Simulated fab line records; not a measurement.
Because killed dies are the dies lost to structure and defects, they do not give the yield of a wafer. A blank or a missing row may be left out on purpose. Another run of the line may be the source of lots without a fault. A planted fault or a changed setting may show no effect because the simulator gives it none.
What tool caused it? / flow gf180mcu / 7 lots (21 wafers sampled), 1 step of a 602-step route

== WHAT EACH GAUGE READ, for each wafer ==
GF_HV_LDD_TW_MEAS_11.
lot=L493; measured=day 10 06:23; on=filmMetro-04; HV_LDD_TW=2415 2403 2402
lot=L496; measured=day 11 07:28; on=filmMetro-04; HV_LDD_TW=2412 2416 2423
lot=L498; measured=day 11 17:37; on=filmMetro-01; HV_LDD_TW=2392 2394 2380
lot=L501; measured=day 12 19:04; on=filmMetro-01; HV_LDD_TW=2372 2371 2382
lot=L504; measured=day 13 17:46; on=filmMetro-04; HV_LDD_TW=2394 2399 2404
lot=L509; measured=day 15 04:52; on=filmMetro-04; HV_LDD_TW=2400 2407 2405
lot=L515; measured=day 17 02:53; on=filmMetro-03; HV_LDD_TW=2382 2402 2403

== EACH LOT AND THE TOOL THAT RAN IT (in order: tool; ch and the chambers of the sampled wafers; start) ==
Before these readings, the record contains no process step.

== THE ANSWER, worked out from the rows above alone ==
Rule: what is usual is taken from the lots themselves. The widest of any qualifying gaps counts: lots, ordered by their means at a reading, are off when they make up no more than a third of the lots, leave a main group of 4 or more, and stand apart from it by 3 or more times the standard deviation of that group's means. The tables above print the reading to a certain number of digits; a main group whose means all agree to those digits is not used. Also off: a lot with no number at a reading for which 4 or more lots have one. Where the step has rows for the other lots, those lots are counted as sound.
Nothing can be told from this: no lot is off at any reading shown.

== WHAT THE SIMULATOR HAD PUT IN ==
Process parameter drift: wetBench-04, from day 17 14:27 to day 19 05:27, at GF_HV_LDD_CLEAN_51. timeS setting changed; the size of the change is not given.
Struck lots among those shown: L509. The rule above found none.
